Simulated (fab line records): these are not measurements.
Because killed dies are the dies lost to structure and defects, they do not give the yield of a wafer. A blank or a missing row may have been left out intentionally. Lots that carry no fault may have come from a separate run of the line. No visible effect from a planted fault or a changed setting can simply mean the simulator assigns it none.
2 desks, one fault -- flow sfq-line -- each desk holds nothing but its own numbers, with what lay behind them at the end

THE METROLOGY DESK
What the gauges read for every lot (on any tool): the sampled wafers with a number, averaged. The brackets show how far a lot's mean lies from the usual mean; more than 4 standard deviations puts the lot out of limits, marked OUT.
Columns: A = INCOMING_BOW at SFQ_INCOMING_BOW_MEAS_900, usual 0 um; B = L0_MONX_KI_RS at SFQ_L0_RS_MEAS_901, usual 43.2 ohm/sq; C = L0_MONX_KI_THK at SFQ_L0_THK_MEAS_902, usual 39.6 nm
lot,first seen here,A,B,C
L216,day 2 06:00,-2,42.8,40.2
L218,day 2 16:00,-2,43.1,39.9
L225,day 4 03:02,-3,43.5,39.3
L229,day 4 23:06,5,43.1,39.9
L231,day 5 09:00,5,42.9,39.9
L235,day 6 05:02,-3,42.9,39.8
This desk's verdict: no lot among the 6 shows anything out of limits.

AT THE TOOL OWNER'S DESK: rie-metal-01
The tool's own readings at SFQ_TRILAYER_L0_ETCH_METAL_ETCH_008 (etches MoNx KI in SF6/O2, stops on SiO2, target depth 50 nm, time 25 s): means of the sampled wafers that have a number, for each lot that ran on this tool. The brackets show how far a lot's mean lies from the usual mean; more than 4 standard deviations puts the lot out of limits, marked OUT.
Columns: A = drypump-motor-current-A at SFQ_TRILAYER_L0_ETCH_METAL_ETCH_008, usual 5.9 A; B = oes-product-au at SFQ_TRILAYER_L0_ETCH_METAL_ETCH_008, usual 0.877 a.u.
lot,first seen here,A,B
L216,day 3 21:56,5.4,0.880
L225,day 6 00:41,5.4,0.862
L229,day 6 18:40,5.4,0.868
This desk's verdict: no lot among the 3 shows anything out of limits.

BROUGHT TOGETHER
From the metrology desk's view, nothing was out of limits.
Nothing out of limits was seen by the tool owner's desk.

WHAT THE SIMULATOR HAD PUT IN
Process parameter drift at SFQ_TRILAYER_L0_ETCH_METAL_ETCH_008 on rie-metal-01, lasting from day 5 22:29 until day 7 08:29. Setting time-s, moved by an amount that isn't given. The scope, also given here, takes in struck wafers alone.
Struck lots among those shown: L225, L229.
